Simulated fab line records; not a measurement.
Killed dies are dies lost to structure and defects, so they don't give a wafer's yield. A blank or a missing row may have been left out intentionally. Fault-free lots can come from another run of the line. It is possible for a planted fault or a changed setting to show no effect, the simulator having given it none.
A lot that was struck, set against a sound lot    flow sky130    30 out of 708 route steps
Sound: wafers L875.1, L875.3, L875.4. The struck wafers were L891.1, L891.2, L891.3. Last of all comes the cause.
For every step that has rows: the tool of each side, followed by ch and its chambers, followed by its first start. Under that, the readings that differ: sound wafers    struck wafers    difference of the means    sigmas: that difference in standard deviations of wafers without a fault.
alike: words and numbers the same on both sides, and readings whose means are apart by under 2 such deviations; not compared: readings that were withheld, readings missing a value for some wafer, numbers with overlapping values and no deviation given by the record, and bounds like >300 which may hide the same value.
Wherever a step has rows on one side only, a row that says differs or no value, or a row with sigmas, the two part there. Numbers that have no deviation but don't overlap get no sigmas and don't part them. A reading missing from all wafers of one side parts the sides only when that side holds two or more wafers.

SKY_PWDE_STRIP_09: strips in O2/N2.
  sound on plasma asher-04 ch 0,1, day 4 13:26; struck on plasma asher-01 ch 0,1, day 8 05:44
  alike: drypump motor current A, oes product au, strip time to endpoint s
  not compared: rf hours counter h
SKY_PWDE_TW_MEAS_10:
  sound on film metro-01 at day 4 13:32; struck on film metro-04 at day 8 05:50
  alike: PWDE_TW
then, 7 steps without rows for these wafers: SKY_NWELL_DEHYDRATE_03 (time 60 s); SKY_NWELL_HMDS_04 (prime time 60 s); SKY_NWELL_COAT_05 (resist thk 3000 nm); SKY_NWELL_SOFTBAKE_06; SKY_NWELL_EXPOSE_07 (exposes mask NWM, target cd 840 nm); SKY_NWELL_PEB_08; SKY_NWELL_DEVELOP_09 (develop time 60 s).
SKY_NWELL_OVL_MEAS_10:
  sound on overlay-02 at day 5 06:52; struck on overlay-02 at day 9 02:20
  alike: NWELL_00_OVL
then, 2 steps without rows for these wafers: SKY_NWELL_IMPLANT_11; SKY_NWELL_IMPLANT_12.
SKY_NWELL_IMPLANT_13:
  sound on implanter-04 ch 0, day 5 07:12; struck on implanter-04 ch 0, day 9 02:41
reading             sound                         struck                        difference  sigmas
dose ions cm2       7.005e+11 6.995e+11 6.99e+11  4.156e+11 4.17e+11 4.169e+11  -2.832e+11  -99 or more
faraday current uA  3.88 3.90 4.02                2.42 2.35 2.34                -1.56       -20
  alike: beam energy keV
SKY_NWELL_STRIP_14: strips in O2/N2.
  sound on plasma asher-03 ch 0,1, day 5 07:21; struck on plasma asher-02 ch 0,1, day 9 02:50
  alike: drypump motor current A, oes product au, strip time to endpoint s
  not compared: rf hours counter h
SKY_NWELL_TW_MEAS_15:
  sound on film metro-04 at day 5 07:27; struck on film metro-04 at day 9 02:56
  alike: NWELL_TW
then, 7 steps without rows for these wafers: SKY_NWELL_DEHYDRATE_16 (time 60 s); SKY_NWELL_HMDS_17 (prime time 60 s); SKY_NWELL_COAT_18 (resist thk 3000 nm); SKY_NWELL_SOFTBAKE_19; SKY_NWELL_EXPOSE_20 (exposes mask NWM COMPLEMENT, target cd 840 nm); SKY_NWELL_PEB_21; SKY_NWELL_DEVELOP_22 (develop time 60 s).
SKY_NWELL_OVL_MEAS_23:
  sound on overlay-01 at day 6 01:05; struck on overlay-02 at day 10 00:34
  alike: NWELL_01_OVL
then, 1 step without rows for these wafers: SKY_NWELL_IMPLANT_24.
SKY_NWELL_STRIP_25: strips in O2/N2.
  sound on plasma asher-04 ch 0,1, day 6 01:17; struck on plasma asher-03 ch 0,1, day 10 00:45
  alike: drypump motor current A, oes product au, strip time to endpoint s
  not compared: rf hours counter h
SKY_NWELL_TW_MEAS_26:
  sound on film metro-04 at day 6 01:23; struck on film metro-04 at day 10 00:51
  alike: NWELL_2_TW
then, 1 step without rows for these wafers: SKY_NWELL_CLEAN_27 (cleans in SC1/SC2, time 150 s).
SKY_NWELL_RTA_28: time 30 s.
  sound on rtp anneal-02 ch 0, day 6 01:29; struck on rtp anneal-02 ch 0, day 10 00:58
  alike: anneal temp c max, lamp power pct, wafer_temp_C_max
SKY_NWELL_RS_MEAS_29: uses a four-point probe to measure.
  sound on film metro-01 at day 6 01:35; struck on film metro-01 at day 10 01:04
reading            sound              struck             difference  sigmas
NWELL_RS (ohm/sq)  623.5 625.0 624.6  637.4 635.3 634.7  +11.4       +7
-- the record jumps here: 41 days lie between the struck wafers' starts before and after (it left off in module NWELL and takes up again in module PAD_OPEN, whose first step shown is number 708 of the route) --
SKY_PAD_OPEN_PROBE_99:
  sound on prober-02 at day 46 08:31; struck on prober-01 at day 50 13:37
reading                                    sound                 struck                difference  sigmas
killed at contacts                         21 17 19              34 28 33              +13         +2
model.etest.pfet g5v0d10v5.r on ohm um     4784 4756 4786        4628 4580 4612        -169        
model.etest.tip_p_5v.rs ohm sq             2837 2825 2843        2792 2805 2804        -35         
model.etest.pfet g5v0d10v5.drive ua um     342.4 343.8 339.7     352.3 359.2 349.5     +11.7       
model.etest.pfet_01v8_lvt.drive ua um      176.1 176.7 175       184.7 184.8 185.9     +9.2        
model.etest.pfet_16v.drive ua um           246.8 246 241.6       251.1 254.7 256.5     +9.3        
model.etest.pfet g5v0d10v5.off log10 a um  -12.19 -12.28 -12.15  -11.09 -10.54 -11.27  +1.24       
model.etest.pfet_01v8_lvt.off log10 a um   -8.64 -8.605 -8.805   -7.99 -7.866 -7.652   +0.85       
  alike: killed_at_M0_to_M3, killed_at_M4_up, killed at front end, killed at other, killed dies, killed open, killed short
  not compared: model.etest.nfet_16v.r on ohm um

WHERE THEY PART
First at SKY_NWELL_IMPLANT_13; last, within this record, at SKY_PAD_OPEN_PROBE_99.

WHY: whatever the simulator had introduced
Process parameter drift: implanter-04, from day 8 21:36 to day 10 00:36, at SKY_NWELL_IMPLANT_13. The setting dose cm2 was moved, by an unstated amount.
